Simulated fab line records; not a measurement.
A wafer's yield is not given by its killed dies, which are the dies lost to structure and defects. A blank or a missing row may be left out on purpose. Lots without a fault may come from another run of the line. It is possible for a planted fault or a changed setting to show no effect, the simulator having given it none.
fab line records	flow sky130
[record] lots = 13	wafers = 39	lastDay = 50
route steps=708 shown LDD_HVN@277 SPACER@306 POLY_CUT@316 SD_P@330 PAD_OPEN@708
lots untouched by any fault: they come from a run of this same line in which no faults occurred
startH: start of the lot's first displayed wafer, in hours after the record's first day	waitH: time in hours since the lot's previous step	" the same as in the row above	L1.1+2: one row covering several wafers at once	- no value, or no start given	* or withheld: withheld	< > ~ a bound
route shown NAME@n: NAME is a module with steps in the file, n the number in the route of the first one	usual: mean/standard deviation taken from wafers without a fault	same: alike in all rows	chamber/n: place in a boat	sites: each site's reading	_std_site: standard deviation of those values	_edge_site: outer sites' mean less inner sites'	radiusMm: for every site, how far away it sits from the centre of the wafer	mask NAME#n: copy n	behind: the last tool/chamber to shape the wafer	hold: cause of the lot's hold/its duration in hours/its outcome	device: the transistor (n, p or np) that didn't switch	end of line: the route-end tests of the same wafers	for a step that has no rows: nothing shown but its recipe	killed: not the wafer's yield, but the dies lost to structure and defects at the first sort	map: shows each die of a wafer: x if killed, . if not, _ if none is there
set.NAME: setting as actually run; set.NAME@STEP: the setting as run at that earlier step	model.NAME: the simulator's own value behind a step, which no gauge read
a sample of lots followed through the steps of the route, with each step as a table and each wafer as a row
services: from which hour (startH, from the record's first day; less than 0 if before it) a tool's chamber was out of use, for how many hours, and why
[[steps]]
[step SKY_LDD_HVN_TW_MEAS_10]
[usual] LDD_HVN_TW = 1439/13
lot.wafer	tool	chamber	startH	waitH	LDD_HVN_TW
L668.2	filmMetro-02	-	466.03	0.1	1455
L668.4	"	-	"	"	1453
L668.5	"	-	"	"	1464
L669.1	filmMetro-03	-	472.57	0.1	1431
L669.2	"	-	"	"	1428
L669.3	"	-	"	"	1428
L671.2	filmMetro-03	-	494.92	0.1	1409
L671.4	"	-	"	"	1413
L671.6	"	-	"	"	1406
L672.2	filmMetro-02	-	505.44	0.1	1440
L672.5	"	-	"	"	1448
L672.6	"	-	"	"	1446
L675.1	filmMetro-02	-	535.38	0.1	1456
L675.2	"	-	"	"	1453
L675.4	"	-	"	"	1451
L677.1	filmMetro-03	-	547.78	0.1	1416
L677.3	"	-	"	"	1430
L677.4	"	-	"	"	1417
L679.3	filmMetro-01	-	577.49	0.1	1444
L679.4	"	-	"	"	1437
L679.6	"	-	"	"	1440
L681.1	filmMetro-01	-	588.61	0.1	1434
L681.3	"	-	"	"	1435
L681.6	"	-	"	"	1442
L683.1	filmMetro-01	-	620.13	0.1	1429
L683.4	"	-	"	"	1444
L683.5	"	-	"	"	1437
L685.2	filmMetro-01	-	621.96	0.2	1443
L685.3	"	-	"	"	1435
L685.6	"	-	"	"	1436
L687.1	filmMetro-01	-	633.62	0.1	1434
L687.4	"	-	"	"	1441
L687.5	"	-	"	"	1436
L690.1	filmMetro-01	-	660.37	0.1	1442
L690.2	"	-	"	"	1427
L690.3	"	-	"	"	1442
L691.2	filmMetro-02	-	663.03	0.1	1463
L691.4	"	-	"	"	1453
L691.5	"	-	"	"	1462
[step SKY_SPACER_ETCHBACK_02]
[recipe] chemistry = CH3F/O2	target = Si3N4	stopOn = SiO2	sourceW = 400	biasW = 80	pressureMtorr = 25	ch3fFlowSccm = 40	O2_flow_sccm = 30	timeS = 46.7	targetDepthA = 450
[usual] O2_flow_sccm = 29.99/0.088	biasW = 79.98/0.24	ch3fFlowSccm = 40.02/0.13	drypumpMotorCurrentA = 5.7/0.39	oesProductAu = 0.851/0.0075	throttleValvePct = 10.562/0.0097	timeS = 46.7/0
lot.wafer	tool	chamber	startH	waitH	O2_flow_sccm	biasW	ch3fFlowSccm	drypumpMotorCurrentA	oesProductAu	rfHoursCounterH	throttleValvePct	timeS
L668.2	rieDiel-02	0	529.48	0.0	29.88	79.90	40.19	5.9	0.852	76	10.550	46.7
L668.4	"	2	"	"	29.99	80.39	40.07	6.2	0.856	1	10.554	46.7
L668.5	"	3	"	"	30.06	79.98	39.97	6.0	0.852	-	10.556	46.7
L669.1	rieDiel-02	3	536.43	0.1	29.79	80.05	40.07	6.0	0.846	5	10.561	46.7
L669.2	"	2	"	"	29.94	80.50	39.97	6.3	0.841	1	10.558	46.7
L669.3	"	0	"	"	29.94	79.94	39.98	5.9	0.839	76	10.568	46.7
L671.2	rieDiel-02	3	556.78	0.0	30.08	80.38	40.21	6.0	0.858	6	10.564	46.7
L671.4	"	0	"	"	29.94	80.20	40.14	5.9	0.858	76	10.579	46.7
L671.6	"	2	"	"	29.84	79.62	40.20	6.2	0.856	-	10.561	46.7
L672.2	rieDiel-03	0	567.49	0.0	30.05	79.98	40.03	5.9	0.846	22	10.566	46.7
L672.5	"	1	"	"	29.95	80.13	40.23	5.4	0.852	-	10.561	46.7
L672.6	"	2	"	"	30.05	80.03	40.13	5.1	0.841	-	10.555	46.7
L675.1	rieDiel-02	0	596.99	0.1	29.92	80.03	40.08	5.9	0.840	0	10.565	46.7
L675.2	"	1	"	"	30.17	79.87	39.89	5.4	0.837	6	10.568	46.7
L675.4	"	2	"	"	30.13	80.22	39.95	6.2	0.848	2	10.563	46.7
L677.1	rieDiel-03	1	608.10	0.1	30.13	79.35	40.03	5.4	0.864	3	10.552	46.7
L677.3	"	3	"	"	29.98	80.12	40.19	5.4	0.857	6	10.555	46.7
L677.4	"	0	"	"	29.98	80.13	40.08	5.9	0.854	22	10.563	46.7
L679.3	rieDiel-01	1	637.85	0.0	30.12	79.73	39.91	5.8	0.854	6	10.555	46.7
L679.4	"	2	"	"	29.92	80.08	40.16	6.3	0.854	14	10.563	46.7
L679.6	"	3	"	"	30.01	80.12	40.03	5.2	0.852	-	10.559	46.7
L681.1	rieDiel-02	0	648.65	0.1	-	-	-	-	-	-	-	-
L681.3	"	1	"	"	-	-	-	-	-	-	-	-
L681.6	"	3	"	"	-	-	-	-	-	-	-	-
L683.1	rieDiel-01	0	679.16	0.1	-	-	-	-	-	-	-	-
L683.4	"	2	"	"	-	-	-	-	-	-	-	-
L683.5	"	0	"	"	-	-	-	-	-	-	-	-
L685.2	rieDiel-03	1	680.36	0.0	-	-	-	-	-	-	-	-
L685.3	"	2	"	"	-	-	-	-	-	-	-	-
L685.6	"	1	"	"	-	-	-	-	-	-	-	-
L687.1	rieDiel-01	1	691.99	0.1	30.07	79.99	40.33	5.8	0.853	7	10.538	46.7
L687.4	"	2	"	"	30.07	80.03	39.92	6.3	0.846	15	10.563	46.7
L687.5	"	1	"	"	30.06	80.42	40.30	5.8	0.847	-	10.561	46.7
L690.1	rieDiel-01	1	718.80	0.1	30.02	80.30	39.70	5.8	0.840	7	10.559	46.7
L690.2	"	0	"	"	30.10	79.90	39.84	5.5	0.843	7	10.558	46.7
L690.3	"	3	"	"	30.12	79.91	40.04	5.3	0.839	8	10.567	46.7
L691.2	rieDiel-01	2	721.20	0.0	29.87	80.02	40.15	6.3	0.846	16	10.554	46.7
L691.4	"	1	"	"	30.07	80.02	40.21	5.8	0.858	7	10.570	46.7
L691.5	"	1	"	"	30.11	80.43	40.11	5.8	0.847	-	10.547	46.7
[step SKY_POLY_CUT_OVL_MEAS_09]
[usual] POLY_CUT_OVL = -2/4.6
lot.wafer	tool	chamber	startH	waitH	POLY_CUT_OVL[nm]
L668.2	overlay-01	-	559.55	0.1	3
L668.4	"	-	"	"	-3
L668.5	"	-	"	"	3
L669.1	overlay-01	-	566.24	0.1	0
L669.2	"	-	"	"	7
L669.3	"	-	"	"	1
L671.2	overlay-01	-	586.00	0.1	-4
L671.4	"	-	"	"	-1
L671.6	"	-	"	"	-5
L672.2	overlay-01	-	596.40	0.1	-1
L672.5	"	-	"	"	0
L672.6	"	-	"	"	3
L675.1	overlay-02	-	626.24	0.1	2
L675.2	"	-	"	"	-3
L675.4	"	-	"	"	-4
L677.1	overlay-02	-	637.11	0.1	6
L677.3	"	-	"	"	6
L677.4	"	-	"	"	4
L679.3	overlay-01	-	666.87	0.1	-9
L679.4	"	-	"	"	-1
L679.6	"	-	"	"	-1
L687.1	overlay-01	-	719.31	0.1	0
L687.4	"	-	"	"	-2
L687.5	"	-	"	"	-5
L690.1	overlay-01	-	746.16	0.1	0
L690.2	"	-	"	"	-8
L690.3	"	-	"	"	-3
L691.2	overlay-02	-	748.32	0.1	-9
L691.4	"	-	"	"	-7
L691.5	"	-	"	"	-10
[step SKY_SD_P_STRIP_10]
[recipe] chemistry = O2/N2	powerW = 1400	pressureMtorr = 1500	platenTempC = withheld	o2FlowSccm = 3000	n2FlowSccm = 300	overashFraction = 0.5
[usual] drypumpMotorCurrentA = 5.7/0.44	oesProductAu = 0.618/0.0043	stripTimeToEndpointS = 17.50/0.049
[same] overashFraction = 0.5
lot.wafer	tool	chamber	startH	waitH	drypumpMotorCurrentA	oesProductAu	rfHoursCounterH	stripTimeToEndpointS
L668.2	plasmaAsher-04	0	588.69	0.1	6.2	0.628	89	17.42
L668.4	"	1	"	"	5.6	0.623	-	17.46
L668.5	"	1	"	"	5.6	0.617	-	17.43
L669.1	plasmaAsher-04	0	595.63	0.1	6.2	0.615	90	17.55
L669.2	"	1	"	"	5.5	0.618	90	17.54
L669.3	"	1	"	"	5.6	0.616	-	17.52
L671.2	plasmaAsher-01	0	616.38	0.1	5.4	0.616	48	17.46
L671.4	"	0	"	"	5.4	0.616	-	17.46
L671.6	"	1	"	"	6.2	0.623	-	17.52
L672.2	plasmaAsher-01	1	626.50	0.1	6.2	0.619	49	17.52
L672.5	"	1	"	"	6.2	0.617	-	17.55
L672.6	"	0	"	"	5.4	0.616	-	17.54
L675.1	plasmaAsher-01	0	654.65	0.1	5.4	0.615	53	17.44
L675.2	"	1	"	"	6.2	0.616	53	17.50
L675.4	"	1	"	"	6.2	0.620	-	17.46
L677.1	plasmaAsher-04	0	665.80	0.1	6.2	0.620	97	17.55
L677.3	"	1	"	"	5.5	0.614	-	17.50
L677.4	"	0	"	"	6.2	0.612	-	17.50
L679.3	plasmaAsher-01	0	695.36	0.1	5.4	0.618	-	17.48
L679.4	"	1	"	"	6.2	0.618	-	17.42
L679.6	"	1	"	"	6.2	0.619	-	17.44
L687.1	plasmaAsher-02	0	746.38	0.1	5.1	0.617	94	17.52
L687.4	"	0	"	"	5.1	0.618	-	17.53
L687.5	"	1	"	"	5.2	0.617	-	17.52
L690.1	plasmaAsher-02	1	773.88	0.1	5.2	0.616	97	17.52
L690.2	"	0	"	"	5.1	0.619	97	17.52
L690.3	"	0	"	"	5.1	0.616	-	17.52
L691.2	plasmaAsher-01	0	776.03	0.1	5.4	0.623	65	17.50
L691.4	"	1	"	"	6.2	0.615	-	17.55
L691.5	"	1	"	"	6.2	0.613	-	17.51
[step SKY_PAD_OPEN_PROBE_99]
[usual] killed_at_M0_to_M3 = 43/7.7	killed_at_M4_up = 3.4/1.9	killedAtContacts = 25/5.6	killedAtFrontEnd = 14/4.3	killedAtOther = 0.2/0.5	killedDies = 86/10	killedOnRim = 17/4.1	killedOpen = 47/7.2	killedShort = 39/6.7
[same] grossDies = 492	killedAtBackSide = 0
lot.wafer	tool	chamber	startH	waitH	killed_at_M0_to_M3	killed_at_M4_up	killedAtContacts	killedAtFrontEnd	killedAtOther	killedDies	killedOnRim	killedOpen	killedShort
L668.2	prober-02	-	1078.20	0.1	48	4	16	13	1	82	16	45	37
L668.4	prober-02	-	1078.30	0.2	37	5	20	11	2	75	17	45	30
L668.5	prober-02	-	1078.35	0.2	35	2	16	6	0	59	17	28	31
L681.1	prober-01	-	1156.21	0.1	52	3	30	407	0	492	96	58	40
L681.3	prober-01	-	1156.31	0.2	43	5	27	417	0	492	96	43	39
L681.6	prober-01	-	1156.46	0.2	43	4	26	419	0	492	96	53	35
L683.1	prober-02	-	1174.90	0.1	44	0	23	425	0	492	96	46	34
L683.4	prober-02	-	1175.05	0.2	73	8	27	384	0	492	96	62	62
L683.5	prober-02	-	1175.10	0.2	57	2	19	414	0	492	96	41	52
L685.2	prober-01	-	1178.05	0.1	55	5	35	397	0	492	96	56	48
L685.3	prober-01	-	1178.10	0.2	41	6	29	416	0	492	96	49	41
L685.6	prober-01	-	1178.25	0.2	43	4	23	422	0	492	96	44	41
// killed by level:class
L668.2 VIA2:geometricParticle:open=9 VIA1:geometricParticle:open=9 METAL1:geometricParticle:short=6 VIA3:geometricParticle:short=6 VIA3:geometricParticle:open=6 LI_CONTACT:geometricParticle:open=5 CONTACT:geometricParticle:open=5 FIELD_ISO:geometricParticle:open=4
L668.4 VIA2:geometricParticle:open=10 CONTACT:geometricParticle:open=9 VIA3:geometricParticle:open=7 METAL1:geometricParticle:short=5 FIELD_ISO:geometricParticle:short=4 CONTACT:geometricParticle:short=4 VIA1:geometricParticle:short=4 LI_CONTACT:geometricParticle:open=3
L668.5 METAL2:geometricParticle:short=7 CONTACT:geometricParticle:short=6 CONTACT:geometricParticle:open=6 VIA3:geometricParticle:open=6 VIA1:geometricParticle:open=4 VIA1:geometricParticle:short=4 METAL3:geometricParticle:short=4 FIELD_ISO:geometricParticle:open=2
L681.1 SPACER:areaEtchback=394 VIA1:geometricParticle:open=12 VIA3:geometricParticle:open=12 CONTACT:geometricParticle:open=11 LI_CONTACT:geometricParticle:short=6 LI_CONTACT:geometricParticle:open=6 VIA2:geometricParticle:open=5 FIELD_ISO:geometricParticle:short=4
L681.3 SPACER:areaEtchback=410 VIA1:geometricParticle:open=10 CONTACT:geometricParticle:open=8 VIA3:geometricParticle:open=8 CONTACT:geometricParticle:short=7 LI_CONTACT:geometricParticle:open=6 VIA3:geometricParticle:short=5 VIA2:geometricParticle:open=4
L681.6 SPACER:areaEtchback=404 VIA1:geometricParticle:open=15 CONTACT:geometricParticle:open=13 VIA2:geometricParticle:open=7 LI_CONTACT:geometricParticle:open=6 METAL2:geometricParticle:short=6 FIELD_ISO:geometricParticle:short=4 VIA3:geometricParticle:open=4
L683.1 SPACER:areaEtchback=412 VIA3:geometricParticle:open=9 LI_CONTACT:geometricParticle:open=7 CONTACT:geometricParticle:open=7 VIA2:geometricParticle:open=7 VIA1:geometricParticle:open=7 METAL1:geometricParticle:short=5 METAL2:geometricParticle:short=5
L683.4 SPACER:areaEtchback=368 VIA1:geometricParticle:open=16 METAL2:geometricParticle:short=14 VIA1:geometricParticle:short=14 CONTACT:geometricParticle:open=9 VIA3:geometricParticle:open=8 VIA2:geometricParticle:open=7 FIELD_ISO:geometricParticle:open=6
L683.5 SPACER:areaEtchback=399 VIA1:geometricParticle:open=13 VIA1:geometricParticle:short=12 METAL2:geometricParticle:short=9 CONTACT:geometricParticle:open=7 METAL1:geometricParticle:short=7 METAL3:geometricParticle:short=7 FIELD_ISO:geometricParticle:short=6
L685.2 SPACER:areaEtchback=388 VIA1:geometricParticle:open=21 LI_CONTACT:geometricParticle:open=12 LOCAL_INTERCONNECT:geometricParticle:short=10 VIA1:geometricParticle:short=9 VIA2:geometricParticle:open=7 METAL2:geometricParticle:short=6 CONTACT:geometricParticle:open=6
L685.3 SPACER:areaEtchback=402 CONTACT:geometricParticle:open=10 LI_CONTACT:geometricParticle:open=9 VIA3:geometricParticle:open=8 VIA1:geometricParticle:short=8 METAL1:geometricParticle:short=7 VIA1:geometricParticle:open=7 POLY_GATE:geometricParticle:open=6
L685.6 SPACER:areaEtchback=407 METAL2:geometricParticle:short=12 CONTACT:geometricParticle:open=11 VIA1:geometricParticle:open=11 LI_CONTACT:geometricParticle:open=6 FIELD_ISO:geometricParticle:short=5 METAL3:geometricParticle:short=5 FIELD_ISO:geometricParticle:open=4
[[services]]
tool	chamber	startH	hours	kind
plasmaAsher-02	-	506.94	2.8	pm
rieDiel-02	2	513.66	10.8	repair
plasmaAsher-01	-	529.21	0.6	repair
rieDiel-02	0	566.85	-	clean
rieDiel-02	0	566.85	19.2	scheduledDown
rieDiel-02	0	566.85	19.2	ventCycle
rieDiel-01	2	579.01	5.2	repair
plasmaAsher-02	-	591.06	4.3	pm
plasmaAsher-04	-	616.64	4.3	repair
rieDiel-03	1	628.60	11.6	repair
rieDiel-03	0	632.41	2.9	repair
plasmaAsher-02	-	635.22	11.1	pm
rieDiel-02	1	636.88	1.5	repair
plasmaAsher-02	-	653.62	4.9	repair
rieDiel-02	-	665.87	2.8	pm
rieDiel-01	-	678.21	0.6	repair
rieDiel-02	0	690.19	9.3	repair
plasmaAsher-01	-	690.61	2.8	pm
rieDiel-02	2	695.12	6.3	repair
rieDiel-02	1	706.11	7.7	repair
rieDiel-03	3	732.77	3.8	repair
plasmaAsher-04	-	733.75	9.0	pm
rieDiel-02	1	743.77	8.0	repair
rieDiel-03	2	766.97	14.4	repair
[[key]]
[firstSign] step = SKY_SPACER_ETCHBACK_02	reading = toolRecord	direction = missing
[effect] step = SKY_PAD_OPEN_PROBE_99	reading = killedAtFrontEnd	direction = up	sigmas = 91	usual = 14	struck = 411
[moreKillsBornAt] SKY_SPACER_ETCHBACK_02@rieDiel-02 = 1207	SKY_SPACER_ETCHBACK_02@rieDiel-03 = 1192	SKY_SPACER_ETCHBACK_02@rieDiel-01 = 1179
metAt SKY_SPACER_ETCHBACK_02
struckLots L681,L683,L685
laterRowsLeftOut L681.1,L681.3,L681.6,L683.1,L683.4,L683.5,L685.2,L685.3,L685.6
testerLeftOut L681,L683,L685
notActingAt SKY_LDD_HVN_TW_MEAS_10,SKY_POLY_CUT_OVL_MEAS_09,SKY_SD_P_STRIP_10
onsetBetween 637.85 648.65
[fault] kind = skippedStepWhole	tool = rieDiel-01,rieDiel-02,rieDiel-03	chamber = -	onsetH = 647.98	steps = SKY_SPACER_ETCHBACK_02	scope = struckLotsOnly
// testerLeftOut: of these lots the tester's yield and bins aren't shown, on N5 and GAA mostly nor the transistor test; their killed dies are dies lost to structure and defects alone, not to doping, threshold or leakage, so they don't give the yield
// laterRowsLeftOut: the simulator's readings of these wafers behind a module that went badly wrong aren't trusted and aren't shown, but for the sort
